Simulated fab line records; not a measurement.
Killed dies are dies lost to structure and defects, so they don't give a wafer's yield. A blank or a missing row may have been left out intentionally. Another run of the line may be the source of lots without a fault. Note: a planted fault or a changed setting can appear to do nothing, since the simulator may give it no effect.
What tool caused it? || flow gf180mcu || 6 lots, 18 wafers sampled, at 2 steps of a route of 602

WHAT THE GAUGES SHOWED, per wafer
GF_HV_LDD_CD_MEAS_46 targets a cd of 400 nm.
{"lot": "L468", "measured": "day 12 20:21", "on": "cd sem-02", "cd nm (nm)": "402.6 403.9 403.8"}
{"lot": "L476", "measured": "day 15 17:23", "on": "cd sem-02", "cd nm (nm)": "- - -"}
{"lot": "L480", "measured": "day 16 23:14", "on": "cd sem-02", "cd nm (nm)": "403.9 402.3 402.4"}
{"lot": "L482", "measured": "day 17 14:48", "on": "cd sem-01", "cd nm (nm)": "403.0 402.6 403.9"}
{"lot": "L485", "measured": "day 18 17:23", "on": "cd sem-02", "cd nm (nm)": "402.6 405.1 404.2"}
{"lot": "L489", "measured": "day 20 05:37", "on": "cd sem-01", "cd nm (nm)": "404.8 403.2 401.2"}

TOOL THAT RAN EACH LOT (tool first, then ch and the chambers of the sampled wafers, then the start)
{"lot": "L468", "GF_HV_LDD_EXPOSE_43": "iline stepper-01 ch 0, day 12 11:10"}
{"lot": "L476", "GF_HV_LDD_EXPOSE_43": "iline stepper-02 ch 0, day 15 07:21"}
{"lot": "L480", "GF_HV_LDD_EXPOSE_43": "iline stepper-02 ch 0, day 16 12:37"}
{"lot": "L482", "GF_HV_LDD_EXPOSE_43": "iline stepper-02 ch 0, day 17 04:03"}
{"lot": "L485", "GF_HV_LDD_EXPOSE_43": "iline stepper-02 ch 0, day 18 06:32"}
{"lot": "L489", "GF_HV_LDD_EXPOSE_43": "iline stepper-01 ch 0, day 19 18:06"}
- GF_HV_LDD_EXPOSE_43: exposes mask Pplus HV AREA, target cd 400 nm.

THE ANSWER, worked out from the rows above alone
Rule: the lots themselves supply what counts as usual. Put in order of their means at a reading, lots are off if they are a third of the lots or fewer, leave a main group of 4 or more, and stand apart from it by a gap of 3 or more times the standard deviation of the main group's means; of several such gaps the widest counts. The tables above print the reading to a certain number of digits; a main group whose means all agree to those digits is not used. A lot without any number at a reading at which 4 lots or more have one is off too. All remaining lots with rows at the step are treated as sound.
Off, at GF_HV_LDD_CD_MEAS_46 on cd nm: L476. Without a number there: L476. Mean 403.3 nm and standard deviation 0.38 in the main group.
A tool fits if, at a process step before that reading, it ran every lot that is off, and no sound lot after the first of them. The gauges at GF_HV_LDD_CD_MEAS_46 are tried like those tools. Not one of the candidates tried fits.

WHAT THE SIMULATOR PUT IN
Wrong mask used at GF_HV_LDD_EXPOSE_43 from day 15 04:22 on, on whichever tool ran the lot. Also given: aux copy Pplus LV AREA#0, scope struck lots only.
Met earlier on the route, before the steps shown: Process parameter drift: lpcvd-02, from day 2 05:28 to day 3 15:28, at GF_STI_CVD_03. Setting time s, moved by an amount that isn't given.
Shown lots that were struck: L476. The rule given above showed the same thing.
